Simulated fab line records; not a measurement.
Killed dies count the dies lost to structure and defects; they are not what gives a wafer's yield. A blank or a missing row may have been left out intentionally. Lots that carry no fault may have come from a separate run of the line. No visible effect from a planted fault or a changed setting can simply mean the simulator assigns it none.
fab line records | flow sfqLine
[record] lots = 14 | wafers = 42 | lastDay = 85
route steps=325 shown M3@119
lots that met no fault: from a run of the same line without faults
startH: start of the lot's first displayed wafer, in hours after the record's first day | waitH: hours from the lot's prior step to this one | " same as the row above | L1.1+2: a row that stands for several wafers | - no value, or no start given | * or withheld: withheld | < > ~ a bound
route shown NAME@n: NAME is a module with steps in the file, n the number in the route of the first one | usual: mean and standard deviation over wafers with no fault | same: alike in all rows | chamber/n: place in a boat | sites: each site's reading | _std_site: the values' standard deviation | _edge_site: the outer-site mean with the inner-site mean subtracted | radiusMm: for every site, how far away it sits from the centre of the wafer | mask NAME#n: copy n | behind: the most recent tool/chamber to have shaped the wafer | hold: why the lot was held/for how many hours/how that ended | device: the transistor (n, p or np) that didn't switch | end of line: tests run on the same wafers once the route is complete | where a step has no rows: the recipe by itself | killed: the dies lost at the first sort to structure and to defects; this is not the yield of the wafer | map: shows each die of a wafer: x if killed, . if not, _ if none is there
set.NAME: the setting the step ran with; set.NAME@STEP: the setting that earlier step ran with | model.NAME: the simulator's own value behind a step, which no gauge read
steps of the route over a sample of lots; a table a step, a row a wafer
services: when a tool's chamber went out of use (startH, in hours from the record's first day, below 0 if earlier), for how many hours, and the reason
[[steps]]
[step SFQ_TRILAYER_M3_DEP_SPUTTER_073]
[recipe] material = Nb | basePressurePa = 1.33e-06 | chamberPressurePa = 0.1333 | substrateTempC = 20 | resputterCathodeVoltageV = 400 | targetThkNm = 200 | powerW = 2000 | timeS = 133.3
[usual] throttleValvePct = 30.4/1.4
lot.wafer | tool          | chamber | startH  | waitH | throttleValvePct
L443.1    | pvdSputter-04 | -       | 862.09  | 0.0   | 29.8
L443.2    | "             | -       | "       | "     | 28.4
L443.6    | "             | -       | "       | "     | 31.9
L444.2    | pvdSputter-03 | -       | 864.69  | 0.0   | 30.9
L444.3    | "             | -       | "       | "     | 32.3
L444.4    | "             | -       | "       | "     | 29.9
L445.3    | pvdSputter-04 | -       | 867.09  | 0.0   | 28.5
L445.5    | "             | -       | "       | "     | 32.2
L445.6    | "             | -       | "       | "     | 31.8
L446.2    | pvdSputter-03 | -       | 880.41  | 0.0   | 29.5
L446.3    | "             | -       | "       | "     | 29.8
L446.5    | "             | -       | "       | "     | 31.0
L447.2    | pvdSputter-04 | -       | 922.27  | 0.0   | 31.9
L447.4    | "             | -       | "       | "     | 28.6
L447.6    | "             | -       | "       | "     | 32.0
L449.2    | pvdSputter-04 | -       | 927.07  | 0.0   | 28.4
L449.3    | "             | -       | "       | "     | 32.0
L449.6    | "             | -       | "       | "     | 28.4
L453.3    | pvdSputter-03 | -       | 968.56  | 0.0   | 30.9
L453.4    | "             | -       | "       | "     | 29.7
L453.5    | "             | -       | "       | "     | 29.9
L454.3    | pvdSputter-04 | -       | 985.33  | 0.0   | 28.4
L454.5    | "             | -       | "       | "     | 28.4
L454.6    | "             | -       | "       | "     | 32.1
L456.1    | pvdSputter-04 | -       | 993.74  | 0.0   | 31.9
L456.2    | "             | -       | "       | "     | 29.7
L456.6    | "             | -       | "       | "     | 31.8
L458.1    | pvdSputter-06 | -       | 997.34  | 0.0   | 30.7
L458.4    | "             | -       | "       | "     | 30.9
L458.6    | "             | -       | "       | "     | 30.9
L461.4    | pvdSputter-06 | -       | 1003.34 | 0.0   | 30.8
L461.5    | "             | -       | "       | "     | 31.0
L461.6    | "             | -       | "       | "     | 30.8
L463.2    | pvdSputter-06 | -       | 1009.45 | 0.0   | 29.0
L463.3    | "             | -       | "       | "     | 30.8
L463.6    | "             | -       | "       | "     | 30.9
L464.1    | pvdSputter-03 | -       | 1010.78 | 0.0   | 29.8
L464.2    | "             | -       | "       | "     | 30.9
L464.3    | "             | -       | "       | "     | 32.0
L466.1    | pvdSputter-03 | -       | 1015.90 | 0.0   | 31.9
L466.5    | "             | -       | "       | "     | 32.2
L466.6    | "             | -       | "       | "     | 29.6
[step SFQ_M3_RS_MEAS_919]
[recipe] thkMeasGauge = four-point-probe | reads = Nb_of_TRILAYER_M3_DEP_SPUTTER_073
[usual] M3_NB_RS = 0.892/0.012
lot.wafer | tool         | chamber | startH  | waitH | hold                    | M3_NB_RS[ohm/sq]
L443.1    | filmMetro-02 | -       | 862.18  | 0.0   | -                       | 0.897
L443.2    | "            | -       | "       | "     | -                       | 0.893
L443.6    | "            | -       | "       | "     | -                       | 0.893
L444.2    | filmMetro-03 | -       | 864.80  | 0.1   | -                       | 0.893
L444.3    | "            | -       | "       | "     | -                       | 0.896
L444.4    | "            | -       | "       | "     | -                       | 0.899
L445.3    | filmMetro-02 | -       | 867.22  | 0.1   | -                       | 0.887
L445.5    | "            | -       | "       | "     | -                       | 0.902
L445.6    | "            | -       | "       | "     | -                       | 0.894
L446.2    | filmMetro-02 | -       | 880.52  | 0.1   | -                       | 0.880
L446.3    | "            | -       | "       | "     | -                       | 0.889
L446.5    | "            | -       | "       | "     | -                       | 0.880
L447.2    | filmMetro-02 | -       | 922.38  | 0.1   | -                       | 0.911
L447.4    | "            | -       | "       | "     | -                       | 0.897
L447.6    | "            | -       | "       | "     | -                       | 0.917
L449.2    | filmMetro-04 | -       | 927.18  | 0.1   | -                       | 0.902
L449.3    | "            | -       | "       | "     | -                       | 0.903
L449.6    | "            | -       | "       | "     | -                       | 0.899
L453.3    | filmMetro-04 | -       | 968.69  | 0.1   | -                       | 0.874
L453.4    | "            | -       | "       | "     | -                       | 0.875
L453.5    | "            | -       | "       | "     | -                       | 0.876
L454.3    | filmMetro-04 | -       | 985.46  | 0.1   | awaitDispo/0.2h/release | 0.891
L454.5    | "            | -       | "       | "     | awaitDispo/0.2h/release | 0.886
L454.6    | "            | -       | "       | "     | awaitDispo/0.2h/release | 1.194
L454.3    | filmMetro-04 | -       | 985.74  | 0.3   | -                       | 0.894
L454.5    | "            | -       | "       | "     | -                       | 0.887
L454.6    | "            | -       | "       | "     | -                       | 1.191
L456.1    | filmMetro-04 | -       | 993.83  | 0.0   | awaitDispo/0.2h/release | 1.160
L456.2    | "            | -       | "       | "     | awaitDispo/0.2h/release | 0.884
L456.6    | "            | -       | "       | "     | awaitDispo/0.2h/release | 1.168
L456.1    | filmMetro-04 | -       | 994.12  | 0.3   | -                       | 1.158
L456.2    | "            | -       | "       | "     | -                       | 0.880
L456.6    | "            | -       | "       | "     | -                       | 1.167
L458.1    | filmMetro-04 | -       | 997.43  | 0.0   | -                       | 0.905
L458.4    | "            | -       | "       | "     | -                       | 0.899
L458.6    | "            | -       | "       | "     | -                       | 0.905
L461.4    | filmMetro-03 | -       | 1003.49 | 0.1   | -                       | 0.896
L461.5    | "            | -       | "       | "     | -                       | 0.909
L461.6    | "            | -       | "       | "     | -                       | 0.905
L463.2    | filmMetro-04 | -       | 1009.56 | 0.1   | -                       | 0.891
L463.3    | "            | -       | "       | "     | -                       | 0.898
L463.6    | "            | -       | "       | "     | -                       | 0.905
L464.1    | filmMetro-02 | -       | 1010.87 | 0.0   | -                       | 0.887
L464.2    | "            | -       | "       | "     | -                       | 0.875
L464.3    | "            | -       | "       | "     | -                       | 0.883
L466.1    | filmMetro-03 | -       | 1015.99 | 0.0   | -                       | 0.884
L466.5    | "            | -       | "       | "     | -                       | 0.882
L466.6    | "            | -       | "       | "     | -                       | 0.880
[step SFQ_TRILAYER_M3_ETCH_METAL_ETCH_078]
[recipe] target = Nb | stopOn = SiO2 | maskMaterial = PR | chemistry = Cl2/Ar | targetDepthNm = 240 | icpW = 600 | biasW = 80 | pressureMtorr = 10 | timeS = 120
[usual] drypumpMotorCurrentA = 5.7/0.46 | oesProductAu = 0.894/0.008
lot.wafer | tool        | chamber | startH  | waitH | drypumpMotorCurrentA | oesProductAu | rfHoursCounterH
L443.1    | rieMetal-04 | 1       | 1020.56 | 0.0   | 5.5                  | 0.894        | 49
L443.2    | "           | 0       | "       | "     | 5.8                  | 0.893        | 73
L443.6    | "           | 0       | "       | "     | 5.8                  | 0.892        | -
L444.2    | rieMetal-04 | 1       | 1025.48 | 0.0   | 5.5                  | 0.889        | 49
L444.3    | "           | 0       | "       | "     | 5.8                  | 0.891        | -
L444.4    | "           | 1       | "       | "     | 5.5                  | 0.890        | -
L445.3    | rieMetal-03 | 1       | 1026.72 | 0.1   | 6.0                  | 0.894        | -
L445.5    | "           | 0       | "       | "     | 5.1                  | 0.890        | -
L445.6    | "           | 1       | "       | "     | 6.0                  | 0.890        | -
L446.2    | rieMetal-02 | 0       | 1038.68 | 0.0   | 6.7                  | 0.896        | 104
L446.3    | "           | 1       | "       | "     | 5.4                  | 0.902        | -
L446.5    | "           | 0       | "       | "     | 6.7                  | 0.901        | -
L447.2    | rieMetal-04 | 1       | 1073.75 | 0.0   | 5.5                  | 0.889        | 56
L447.4    | "           | 1       | "       | "     | 5.5                  | 0.885        | -
L447.6    | "           | 0       | "       | "     | 5.8                  | 0.886        | -
L449.2    | rieMetal-03 | 0       | 1076.25 | 0.1   | 5.1                  | 0.892        | -
L449.3    | "           | 0       | "       | "     | 5.1                  | 0.894        | -
L449.6    | "           | 0       | "       | "     | 5.1                  | 0.899        | -
L453.3    | rieMetal-04 | 0       | 1114.09 | 0.1   | 5.8                  | 0.905        | -
L453.4    | "           | 1       | "       | "     | 5.5                  | 0.901        | -
L453.5    | "           | 0       | "       | "     | 5.8                  | 0.907        | -
L454.3    | rieMetal-04 | 0       | 1130.54 | 0.1   | 5.8                  | 0.895        | -
L454.5    | "           | 0       | "       | "     | 5.8                  | 0.896        | -
L454.6    | "           | 1       | "       | "     | 5.5                  | 0.774        | -
L456.1    | rieMetal-04 | 1       | 1138.94 | 0.0   | 5.5                  | 0.769        | 67
L456.2    | "           | 0       | "       | "     | 5.8                  | 0.903        | 91
L456.6    | "           | 1       | "       | "     | 5.5                  | 0.774        | -
L458.1    | rieMetal-03 | 0       | 1142.54 | 0.0   | 5.1                  | 0.872        | 46
L458.4    | "           | 1       | "       | "     | 6.0                  | 0.893        | -
L458.6    | "           | 1       | "       | "     | 6.0                  | 0.890        | -
L461.4    | rieMetal-02 | 0       | 1150.98 | 0.1   | 6.7                  | 0.891        | -
L461.5    | "           | 0       | "       | "     | 6.7                  | 0.880        | -
L461.6    | "           | 1       | "       | "     | 5.4                  | 0.886        | -
L463.2    | rieMetal-04 | 0       | 1160.54 | 0.0   | 5.8                  | 0.885        | 95
L463.3    | "           | 1       | "       | "     | 5.5                  | 0.897        | -
L463.6    | "           | 1       | "       | "     | 5.5                  | 0.880        | -
L464.1    | rieMetal-02 | 0       | 1161.91 | 0.0   | 6.7                  | 0.904        | 122
L464.2    | "           | 1       | "       | "     | 5.4                  | 0.904        | 114
L464.3    | "           | 1       | "       | "     | 5.4                  | 0.895        | -
L466.1    | rieMetal-03 | 0       | 1166.71 | 0.0   | 5.1                  | 0.907        | 49
L466.5    | "           | 0       | "       | "     | 5.1                  | 0.897        | -
L466.6    | "           | 1       | "       | "     | 6.0                  | 0.899        | -
[[services]]
tool          | chamber | startH  | hours | kind
pvdSputter-06 | -       | 863.14  | 6.3   | repair
pvdSputter-04 | -       | 889.74  | 0.7   | repair
rieMetal-04   | -       | 896.95  | 0.3   | repair
rieMetal-03   | 1       | 905.97  | 10.1  | repair
pvdSputter-04 | -       | 964.38  | 1.5   | repair
pvdSputter-06 | -       | 976.55  | 5.5   | repair
rieMetal-04   | -       | 986.40  | 0.9   | repair
rieMetal-04   | -       | 991.15  | 1.3   | repair
rieMetal-02   | -       | 1005.26 | 2.1   | repair
pvdSputter-03 | -       | 1011.06 | 3.3   | repair
rieMetal-03   | 1       | 1017.44 | 1.6   | repair
pvdSputter-06 | 0       | 1020.90 | -     | consumableReplace:kit
rieMetal-03   | 1       | 1075.25 | -     | clean
rieMetal-03   | 1       | 1075.25 | 23.2  | scheduledDown
rieMetal-03   | 1       | 1075.25 | 23.2  | ventCycle
pvdSputter-04 | -       | 1086.63 | 0.9   | repair
rieMetal-02   | -       | 1093.76 | 2.8   | pm
pvdSputter-06 | -       | 1096.56 | 2.2   | repair
rieMetal-02   | 0       | 1096.82 | 3.3   | repair
pvdSputter-03 | 1       | 1104.59 | -     | consumableReplace:kit
pvdSputter-03 | 1       | 1104.59 | 18.0  | scheduledDown
pvdSputter-03 | 1       | 1104.59 | 18.0  | ventCycle
pvdSputter-03 | -       | 1134.69 | 3.1   | repair
pvdSputter-03 | -       | 1161.74 | 1.1   | repair
[[key]]
[firstSign] step = SFQ_M3_RS_MEAS_919 | reading = visit | direction = added
[effect] step = SFQ_M3_RS_MEAS_919 | reading = M3_NB_RS | direction = up | sigmas = 24 | usual = 0.892 | struck = 1.174
[effect] step = SFQ_TRILAYER_M3_ETCH_METAL_ETCH_078 | reading = oesProductAu | direction = down | sigmas = 15 | usual = 0.894 | struck = 0.772
metAt SFQ_TRILAYER_M3_DEP_SPUTTER_073
struckLots L454,L456
struckWafers L454.6,L456.1,L456.6
onsetBetween 927.07 985.33
[fault] kind = processParameterDrift | tool = pvdSputter-04 | chamber = - | onsetH = 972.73 | steps = SFQ_TRILAYER_M3_DEP_SPUTTER_073 | channel = targetThkNm | offset = -51.718 | shape = step | endH = 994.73 | actsIn = theseRecipesOnly | stated = 200 | scope = struckWafersOnly
